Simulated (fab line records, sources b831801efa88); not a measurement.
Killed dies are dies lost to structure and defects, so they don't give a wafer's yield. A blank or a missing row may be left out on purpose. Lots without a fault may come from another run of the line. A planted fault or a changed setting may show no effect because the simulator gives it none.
fab line records | flow sky130
record lots=7 wafers=21 last_day=50
route steps=708 shown NWELL@82 PWDE@84 VT_ADJUST_HVTP@85 VT_ADJUST_LVTN@97 PAD_OPEN@708
lots that met no fault: from a run of the same line without faults
start_h: hours from the record's first day to the start of the lot's first wafer shown | wait_h: hours since the lot's step before | " the same as in the row above | L1.1+2: a row that stands for several wafers | - no value, or no start given | * or withheld: withheld | < > ~ a bound
route shown NAME@n: a module of which the file shows steps, and the number in the route of the first | usual: mean/standard deviation of fault-free wafers | same: alike in all rows | chamber/n: place in a boat | sites: the reading at each site | _std_site: their standard deviation | _edge_site: outer sites' mean less inner sites' | radius_mm: how far each site lies from the wafer's centre | mask NAME#n: copy n | behind: the tool/chamber that last shaped the wafer | hold: why the lot was held/for how many hours/how that ended | device: the transistor (n, p or np) that didn't switch | end of line: the same wafers' tests at the end of the route | a step without rows: its recipe alone | killed: dies lost to structure and defects at the first sort, not the wafer's yield | map: a wafer's dies, x killed, . not, _ none there
set.NAME: the setting as run; set.NAME@STEP: as run at that earlier step | model.NAME: the simulator's own value behind a step, which no gauge read
lots at some steps of the route; a table a step, a row a wafer
services: from which hour (start_h, from the record's first day; less than 0 if before it) a tool's chamber was out of use, for how many hours, and why
## steps
# step SKY_NWELL_RS_MEAS_29
# recipe thk_meas_gauge=four-point-probe
# usual NWELL_RS=625.3/1.8
# columns lot.wafer tool chamber start_h wait_h NWELL_RS[ohm/sq]
L791.3 film_metro-01 - 136.96 0.1 627.2
L791.4 " - " " 629.3
L791.5 " - " " 628.6
L793.1 film_metro-02 - 149.93 0.1 625.8
L793.3 " - " " 626.1
L793.4 " - " " 626.2
L800.2 film_metro-02 - 188.45 0.1 623.8
L800.4 " - " " 625.3
L800.5 " - " " 625.9
L801.2 film_metro-01 - 197.11 0.1 624.6
L801.4 " - " " 626.0
L801.5 " - " " 625.6
L803.1 film_metro-04 - 209.73 0.1 629.7
L803.2 " - " " 627.8
L803.6 " - " " 627.2
L805.1 film_metro-02 - 221.81 0.1 625.6
L805.2 " - " " 625.4
L805.6 " - " " 626.4
L806.1 film_metro-01 - 227.09 0.1 621.8
L806.2 " - " " 622.8
L806.5 " - " " 623.0
# step SKY_NWELL_RS_MEAS_31
# recipe thk_meas_gauge=four-point-probe
# usual PWDE_RS=5279/20
# columns lot.wafer tool chamber start_h wait_h PWDE_RS[ohm/sq]
L791.3 film_metro-01 - 137.20 0.1 5266
L791.4 " - " " 5289
L791.5 " - " " 5285
L793.1 film_metro-02 - 150.17 0.1 5274
L793.3 " - " " 5277
L793.4 " - " " 5280
L800.2 film_metro-02 - 188.69 0.1 5291
L800.4 " - " " 5302
L800.5 " - " " 5313
L801.2 film_metro-01 - 197.35 0.1 5313
L801.4 " - " " 5303
L801.5 " - " " 5306
L803.1 film_metro-04 - 209.97 0.1 5298
L803.2 " - " " 5301
L803.6 " - " " 5297
L805.1 film_metro-02 - 222.05 0.1 5235
L805.2 " - " " 5239
L805.6 " - " " 5233
L806.1 film_metro-01 - 227.33 0.1 5269
L806.2 " - " " 5252
L806.5 " - " " 5265
# step SKY_VT_ADJUST_HVTP_DEHYDRATE_00
# recipe temp_c=200 time_s=60
# step SKY_VT_ADJUST_HVTP_HMDS_01
# recipe prime_time_s=60 prime_temp_c=120
# step SKY_VT_ADJUST_HVTP_COAT_02
# recipe resist=NOVOLAK spin_rpm=3000 resist_thk_nm=1140
# step SKY_VT_ADJUST_HVTP_SOFTBAKE_03
# recipe temp_c=90 time_s=60 resist=NOVOLAK
# step SKY_VT_ADJUST_HVTP_EXPOSE_04
# recipe mask_id=HVTPM na=0.6 source_shape=conventional sigma_outer=0.6 polarization=unpolarized target_cd_nm=380 dose_mj=140
# step SKY_VT_ADJUST_HVTP_PEB_05
# recipe temp_c=withheld time_s=* resist=NOVOLAK
# step SKY_VT_ADJUST_HVTP_DEVELOP_06
# recipe resist=NOVOLAK developer=TMAH develop_time_s=60 dev_temp_c=23
# step SKY_VT_ADJUST_HVTP_CD_MEAS_07
# recipe target_cd_nm=380
# usual cd_nm=380.1/2.3
# columns lot.wafer tool chamber start_h wait_h cd_nm
L791.3 cd_sem-02 - 156.66 0.1 378.2
L791.4 " - " " 375.7
L791.5 " - " " 379.3
L793.1 cd_sem-02 - 169.92 0.1 379.5
L793.3 " - " " 381.1
L793.4 " - " " 382.9
L800.2 cd_sem-01 - 210.89 0.1 375.7
L800.4 " - " " 377.4
L800.5 " - " " 377.0
L801.2 cd_sem-01 - 219.66 0.1 380.1
L801.4 " - " " 376.6
L801.5 " - " " 377.7
L803.1 cd_sem-01 - 233.22 0.1 386.7
L803.2 " - " " 382.8
L803.6 " - " " 384.0
L805.1 cd_sem-01 - 245.74 0.1 380.2
L805.2 " - " " 381.3
L805.6 " - " " 384.5
L806.1 cd_sem-02 - 250.82 0.1 378.8
L806.2 " - " " 380.0
L806.5 " - " " 382.0
# step SKY_VT_ADJUST_HVTP_OVL_MEAS_08
# usual VT_ADJUST_HVTP_OVL=0.6/1.3
# columns lot.wafer tool chamber start_h wait_h VT_ADJUST_HVTP_OVL[nm]
L791.3 overlay-02 - 156.75 0.1 1.1
L791.4 " - " " -1.0
L791.5 " - " " -1.3
L793.1 overlay-01 - 170.04 0.1 -1.0
L793.3 " - " " -0.3
L793.4 " - " " 0.9
L800.2 overlay-01 - 210.99 0.1 1.0
L800.4 " - " " 1.7
L800.5 " - " " 2.2
L801.2 overlay-01 - 219.76 0.1 2.7
L801.4 " - " " 1.1
L801.5 " - " " 2.9
L803.1 overlay-02 - 233.34 0.1 -2.0
L803.2 " - " " -1.3
L803.6 " - " " -1.9
L805.1 overlay-02 - 245.86 0.1 -0.9
L805.2 " - " " 1.3
L805.6 " - " " -2.2
L806.1 overlay-01 - 250.94 0.1 1.0
L806.2 " - " " 0.4
L806.5 " - " " -1.4
# step SKY_VT_ADJUST_HVTP_IMPLANT_09
# recipe species=As energy_kev=150 dose_cm2=4.3e+12 tilt_deg=withheld
# usual dose_ions_cm2=4.3e+12/4e+09 faraday_current_uA=24.2/0.52
# columns lot.wafer tool chamber start_h wait_h dose_ions_cm2 faraday_current_uA
L791.3 implanter-01 0 156.82 0.1 4.302e+12 24.8
L791.4 " 0 " " 4.294e+12 23.8
L791.5 " 0 " " 4.302e+12 23.8
L793.1 implanter-02 0 170.07 0.0 4.304e+12 24.6
L793.3 " 0 " " 4.299e+12 23.8
L793.4 " 0 " " 4.297e+12 24.7
L800.2 implanter-02 0 211.05 0.0 3.281e+12 18.9
L800.4 " 0 " " 3.284e+12 17.9
L800.5 " 0 " " 3.289e+12 18.3
L801.2 implanter-02 0 219.82 0.0 3.286e+12 19.2
L801.4 " 0 " " 3.282e+12 19.2
L801.5 " 0 " " 3.291e+12 19.1
L803.1 implanter-02 0 233.37 0.0 3.281e+12 18.2
L803.2 " 0 " " 3.28e+12 18.7
L803.6 " 0 " " 3.282e+12 18.8
L805.1 implanter-01 0 245.89 0.0 4.299e+12 23.0
L805.2 " 0 " " 4.296e+12 24.2
L805.6 " 0 " " 4.292e+12 24.5
L806.1 implanter-01 0 250.97 0.0 4.294e+12 24.3
L806.2 " 0 " " 4.303e+12 24.3
L806.5 " 0 " " 4.296e+12 24.9
# step SKY_VT_ADJUST_HVTP_STRIP_10
# recipe chemistry=O2/N2 power_w=1400 pressure_mtorr=1500 platen_temp_c=withheld o2_flow_sccm=3000 n2_flow_sccm=300 overash_fraction=0.5
# usual drypump_motor_current_A=5.6/0.38 oes_product_au=0.715/0.0048 strip_time_to_endpoint_s=14.19/0.031
# columns lot.wafer tool chamber start_h wait_h drypump_motor_current_A oes_product_au rf_hours_counter_h strip_time_to_endpoint_s
L791.3 plasma_asher-01 1 156.96 0.1 5.9 0.714 - 14.22
L791.4 " 0 " " 5.0 0.709 - 14.21
L791.5 " 0 " " 5.1 0.718 - 14.19
L793.1 plasma_asher-03 1 170.22 0.1 5.4 0.714 46 14.17
L793.3 " 1 " " 5.4 0.715 - 14.17
L793.4 " 0 " " 5.4 0.717 - 14.18
L800.2 plasma_asher-03 1 211.17 0.1 5.5 0.713 50 14.25
L800.4 " 0 " " 5.4 0.719 - 14.23
L800.5 " 1 " " 5.4 0.715 - 14.22
L801.2 plasma_asher-03 0 219.94 0.1 5.4 0.718 51 14.13
L801.4 " 0 " " 5.4 0.710 - 14.15
L801.5 " 0 " " 5.4 0.726 - 14.16
L803.1 plasma_asher-01 0 233.52 0.1 5.1 0.717 10 14.21
L803.2 " 1 " " 5.9 0.714 10 14.19
L803.6 " 1 " " 5.9 0.715 - 14.22
L805.1 plasma_asher-03 1 246.04 0.1 5.4 0.713 54 14.15
L805.2 " 0 " " 5.4 0.712 54 14.15
L805.6 " 1 " " 5.5 0.721 - 14.16
L806.1 plasma_asher-03 0 251.12 0.1 5.4 0.712 54 14.25
L806.2 " 1 " " 5.4 0.719 54 14.19
L806.5 " 0 " " 5.3 0.713 - 14.23
# step SKY_VT_ADJUST_HVTP_TW_MEAS_11
# usual VT_ADJUST_HVTP_TW=1350/12
# columns lot.wafer tool chamber start_h wait_h VT_ADJUST_HVTP_TW
L791.3 film_metro-04 - 157.04 0.1 1364
L791.4 " - " " 1368
L791.5 " - " " 1360
L793.1 film_metro-03 - 170.32 0.1 1364
L793.3 " - " " 1357
L793.4 " - " " 1359
L800.2 film_metro-02 - 211.28 0.1 1232
L800.4 " - " " 1216
L800.5 " - " " 1217
L801.2 film_metro-03 - 220.05 0.1 1233
L801.4 " - " " 1241
L801.5 " - " " 1233
L803.1 film_metro-04 - 233.62 0.1 1237
L803.2 " - " " 1242
L803.6 " - " " 1243
L805.1 film_metro-02 - 246.14 0.1 1323
L805.2 " - " " 1336
L805.6 " - " " 1333
L806.1 film_metro-04 - 251.22 0.1 1353
L806.2 " - " " 1357
L806.5 " - " " 1348
# step SKY_VT_ADJUST_LVTN_DEHYDRATE_00
# recipe temp_c=200 time_s=60
# step SKY_PAD_OPEN_PROBE_99
# usual killed_at_M0_to_M3=44/8.6 killed_at_M4_up=3.4/1.9 killed_at_contacts=23/5.7 killed_at_front_end=15/4.5 killed_at_other=0.4/0.62 killed_dies=86/11 killed_on_rim=17/4.5 killed_open=46/7.6 killed_short=39/6.3
# same gross_dies=492 killed_at_back_side=0
# columns lot.wafer tool chamber start_h wait_h killed_at_M0_to_M3 killed_at_M4_up killed_at_contacts killed_at_front_end killed_at_other killed_dies killed_on_rim killed_open killed_short model.etest.tip_p.rs_ohm_sq model.etest.pfet_01v8.r_on_ohm_um model.etest.pfet_01v8.drive_ua_um model.etest.pfet_01v8_mvt.drive_ua_um model.etest.pfet_01v8_hvt.drive_ua_um model.etest.sram_pfet_latch.drive_ua_um model.etest.pfet_01v8_mvt.off_log10_a_um model.etest.pfet_01v8.off_log10_a_um
L791.3 prober-02 - 1116.09 0.2 40 2 25 14 1 82 22 41 41 6919 2929 187.8 148.4 142.2 140.5 -11.12 -10.15
L791.4 prober-02 - 1116.14 0.2 58 3 16 11 0 88 14 45 43 7005 2885 191.6 150.9 143.8 142.6 -11.18 -10.23
L791.5 prober-02 - 1116.19 0.2 42 5 27 11 2 87 22 36 51 7011 2932 188.9 148.3 139.4 144.5 -11.27 -10.26
L793.1 prober-01 - 1138.46 0.1 48 4 13 15 0 80 14 37 42 6955 2825 196.6 153.1 148.4 148.7 -11.04 -9.945
L793.3 prober-01 - 1138.56 0.2 55 2 20 14 0 91 17 49 42 6946 2894 195.2 152.9 144.6 141.5 -10.94 -10.07
L793.4 prober-01 - 1138.61 0.2 37 1 18 12 0 68 9 42 25 6941 2860 196.3 151.2 145.5 144 -11.27 -9.913
L800.2 prober-01 - 1173.36 0.1 49 5 21 8 0 83 17 52 31 6175 2641 223.4 182.4 165.8 166 -8.066 -7.931
L800.4 prober-01 - 1173.46 0.2 50 5 16 15 1 87 17 45 41 6153 2562 233.6 187.3 173.2 173.9 -7.843 -6.994
L800.5 prober-01 - 1173.51 0.2 42 4 18 19 0 83 13 43 40 6195 2586 231.2 186.1 170.8 166.3 -7.798 -6.983
L801.2 prober-01 - 1176.69 0.1 58 5 22 17 1 103 25 50 51 6207 2631 224.1 183.4 162.7 160.6 -7.805 -7.632
L801.4 prober-01 - 1176.79 0.2 31 2 22 16 1 72 10 31 41 6196 2674 224 182.4 163.2 163.5 -7.719 -6.987
L801.5 prober-01 - 1176.84 0.2 31 2 28 14 0 75 18 43 32 6120 2640 225.9 182.8 163.9 162.9 -7.728 -7.805
L803.1 prober-01 - 1180.14 0.1 61 2 24 13 0 100 24 49 51 6212 2630 228.6 183.4 166.6 164.5 -7.88 -7.948
L803.2 prober-01 - 1180.19 0.1 61 3 28 20 0 112 21 66 46 6253 2588 229.8 185.9 169.2 172.3 -7.883 -6.994
L803.6 prober-01 - 1180.39 0.2 30 7 19 20 1 77 12 44 33 6207 2634 227.5 183.4 168.3 168.3 -8.044 -7.709
L805.1 prober-01 - 1189.34 0.1 38 2 20 13 1 74 12 40 32 6919 3000 185.6 147.1 135.5 137.9 -10.93 -10.07
L805.2 prober-01 - 1189.39 0.1 49 3 25 11 1 89 12 54 35 6935 2990 186.7 147.8 137.7 134.4 -10.78 -9.939
L805.6 prober-01 - 1189.59 0.2 66 3 31 11 0 111 23 63 48 6938 2956 186.8 146.1 138.4 135.1 -11.02 -9.823
L806.1 prober-02 - 1190.71 0.1 49 5 25 18 0 97 22 50 45 6880 2876 191.7 153.6 145.6 144.5 -10.68 -10.1
L806.2 prober-02 - 1190.76 0.1 32 1 31 14 0 78 10 41 36 6890 2897 192.8 152.2 143 142 -10.73 -9.821
L806.5 prober-02 - 1190.91 0.2 31 3 25 18 0 77 18 40 36 6837 2933 190.7 151.3 143.6 145.2 -10.68 -9.831
# killed by level:class
L791.3 VIA1:geometric_particle:open=9 METAL2:geometric_particle:short=8 LI_CONTACT:geometric_particle:open=7 VIA2:geometric_particle:open=6 LOCAL_INTERCONNECT:geometric_particle:short=6 CONTACT:geometric_particle:short=6 CONTACT:geometric_particle:open=5 SPACER:geometric_particle:open=4
L791.4 VIA1:geometric_particle:open=9 VIA3:geometric_particle:open=9 VIA2:geometric_particle:open=7 VIA1:geometric_particle:short=7 METAL2:geometric_particle:short=6 METAL3:geometric_particle:short=6 LI_CONTACT:geometric_particle:open=5 CONTACT:geometric_particle:short=5
L791.5 CONTACT:geometric_particle:open=10 VIA1:geometric_particle:open=9 LOCAL_INTERCONNECT:geometric_particle:short=9 METAL2:geometric_particle:short=7 VIA2:geometric_particle:open=6 VIA1:geometric_particle:short=5 POLY_GATE:geometric_particle:short=4 LI_CONTACT:geometric_particle:short=4
L793.1 VIA1:geometric_particle:open=9 VIA2:geometric_particle:open=9 VIA3:geometric_particle:open=7 VIA1:geometric_particle:short=7 FIELD_ISO:geometric_particle:short=6 METAL1:geometric_particle:short=5 VIA3:geometric_particle:short=4 METAL4:geometric_particle:short=4
L793.3 VIA1:geometric_particle:open=12 VIA2:geometric_particle:open=8 CONTACT:geometric_particle:short=7 VIA3:geometric_particle:open=7 POLY_GATE:geometric_particle:open=6 CONTACT:geometric_particle:open=6 VIA2:geometric_particle:short=6 VIA1:geometric_particle:short=6
L793.4 VIA1:geometric_particle:open=14 CONTACT:geometric_particle:open=8 VIA2:geometric_particle:open=6 FIELD_ISO:geometric_particle:open=4 LI_CONTACT:geometric_particle:open=4 METAL2:geometric_particle:short=4 METAL1:geometric_particle:short=4 VIA3:geometric_particle:open=4
L800.2 CONTACT:geometric_particle:open=11 VIA2:geometric_particle:open=10 VIA3:geometric_particle:open=9 VIA1:geometric_particle:open=9 METAL1:geometric_particle:short=6 VIA1:geometric_particle:short=6 LI_CONTACT:geometric_particle:open=5 METAL4:geometric_particle:short=4
L800.4 VIA1:geometric_particle:open=14 CONTACT:geometric_particle:short=7 VIA1:geometric_particle:short=6 VIA2:geometric_particle:open=6 FIELD_ISO:geometric_particle:open=5 VIA2:geometric_particle:short=5 METAL4:geometric_particle:short=5 METAL2:geometric_particle:short=4
L800.5 FIELD_ISO:geometric_particle:open=9 VIA2:geometric_particle:open=8 METAL3:geometric_particle:short=8 VIA1:geometric_particle:open=7 FIELD_ISO:geometric_particle:short=6 CONTACT:geometric_particle:open=6 VIA1:geometric_particle:short=6 CONTACT:geometric_particle:short=5
L801.2 VIA1:geometric_particle:open=13 LI_CONTACT:geometric_particle:open=8 METAL1:geometric_particle:short=8 VIA2:geometric_particle:open=7 FIELD_ISO:geometric_particle:short=6 METAL2:geometric_particle:short=6 CONTACT:geometric_particle:open=5 VIA1:geometric_particle:short=5
L801.4 LI_CONTACT:geometric_particle:open=7 METAL1:geometric_particle:short=7 LI_CONTACT:geometric_particle:short=5 VIA1:geometric_particle:open=5 CONTACT:geometric_particle:short=5 FIELD_ISO:geometric_particle:short=4 METAL3:geometric_particle:short=4 CONTACT:geometric_particle:open=4
L801.5 CONTACT:geometric_particle:open=11 LI_CONTACT:geometric_particle:open=7 VIA3:geometric_particle:open=6 CONTACT:geometric_particle:short=6 METAL3:geometric_particle:short=5 POLY_GATE:geometric_particle:open=4 METAL2:geometric_particle:short=4 VIA2:geometric_particle:open=4
L803.1 VIA3:geometric_particle:open=12 METAL1:geometric_particle:short=8 VIA1:geometric_particle:open=8 LI_CONTACT:geometric_particle:open=7 METAL2:geometric_particle:short=6 VIA1:geometric_particle:short=6 CONTACT:geometric_particle:open=5 METAL3:geometric_particle:short=5
L803.2 VIA1:geometric_particle:open=20 CONTACT:geometric_particle:open=15 VIA2:geometric_particle:open=9 VIA3:geometric_particle:open=8 VIA2:geometric_particle:short=6 FIELD_ISO:geometric_particle:open=5 POLY_GATE:geometric_particle:open=5 LI_CONTACT:geometric_particle:short=5
L803.6 VIA2:geometric_particle:open=11 CONTACT:geometric_particle:open=9 CONTACT:geometric_particle:short=7 POLY_GATE:geometric_particle:open=5 METAL2:geometric_particle:short=5 FIELD_ISO:geometric_particle:open=4 FIELD_ISO:geometric_particle:short=4 METAL4:geometric_particle:short=4
L805.1 LI_CONTACT:geometric_particle:open=7 VIA3:geometric_particle:open=7 METAL2:geometric_particle:short=6 VIA1:geometric_particle:open=6 VIA2:geometric_particle:open=6 LOCAL_INTERCONNECT:geometric_particle:short=5 CONTACT:geometric_particle:open=5 METAL1:geometric_particle:short=3
L805.2 VIA1:geometric_particle:open=13 CONTACT:geometric_particle:open=13 VIA2:geometric_particle:open=8 VIA3:geometric_particle:open=7 VIA1:geometric_particle:short=6 CONTACT:geometric_particle:short=5 FIELD_ISO:geometric_particle:short=4 LI_CONTACT:geometric_particle:open=4
L805.6 VIA1:geometric_particle:open=20 CONTACT:geometric_particle:open=12 VIA3:geometric_particle:open=10 LOCAL_INTERCONNECT:geometric_particle:short=7 VIA1:geometric_particle:short=6 VIA2:geometric_particle:open=6 CONTACT:geometric_particle:short=5 METAL1:geometric_particle:short=5
L806.1 VIA2:geometric_particle:open=9 METAL1:geometric_particle:short=9 LI_CONTACT:geometric_particle:open=8 CONTACT:geometric_particle:open=7 VIA1:geometric_particle:open=6 POLY_GATE:geometric_particle:short=5 VIA1:geometric_particle:short=5 VIA3:geometric_particle:open=5
L806.2 CONTACT:geometric_particle:open=11 VIA1:geometric_particle:open=10 METAL1:geometric_particle:short=9 LI_CONTACT:geometric_particle:open=8 CONTACT:geometric_particle:short=7 FIELD_ISO:geometric_particle:open=4 POLY_GATE:geometric_particle:short=4 LI_CONTACT:geometric_particle:short=3
L806.5 POLY_GATE:geometric_particle:short=7 LI_CONTACT:geometric_particle:open=7 CONTACT:geometric_particle:open=7 VIA2:geometric_particle:open=7 VIA1:geometric_particle:open=7 CONTACT:geometric_particle:short=5 METAL1:geometric_particle:short=5 FIELD_ISO:geometric_particle:short=4
## services
# columns tool chamber start_h hours kind
implanter-02 - 137.23 3.2 repair
implanter-02 - 156.56 1.9 repair
implanter-01 - 159.29 1.2 repair
plasma_asher-01 - 195.03 28.6 pm
plasma_asher-03 - 208.25 1.2 repair
implanter-01 - 209.83 3.8 pm
plasma_asher-03 - 236.83 0.5 repair
## key
first_sign step=SKY_VT_ADJUST_HVTP_IMPLANT_09 reading=dose_ions_cm2 direction=down sigmas=99+ usual=* struck=*
effect step=SKY_VT_ADJUST_HVTP_IMPLANT_09 reading=faraday_current_uA direction=down sigmas=11 usual=24.2 struck=18.7
effect step=SKY_VT_ADJUST_HVTP_TW_MEAS_11 reading=VT_ADJUST_HVTP_TW direction=down sigmas=10 usual=1350 struck=1233
model_effect step=SKY_PAD_OPEN_PROBE_99 value=etest.tip_p.rs_ohm_sq without=6779 struck=6191
met_at SKY_VT_ADJUST_HVTP_IMPLANT_09
struck_wafers L800.2,L800.4,L800.5,L801.2,L801.4,L801.5,L803.1,L803.2,L803.6
tester_left_out L800,L801,L803
onset_between 170.07 211.05
fault kind=process_parameter_drift tool=implanter-02 chamber=- onset_h=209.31 steps=SKY_VT_ADJUST_HVTP_IMPLANT_09 channel=dose_cm2 offset=* shape=step end_h=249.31 acts_in=* stated=*
# tester_left_out: of these lots the tester's yield and bins aren't shown, on N5 and GAA mostly nor the transistor test; their killed dies are dies lost to structure and defects alone, not to doping, threshold or leakage, so they don't give the yield
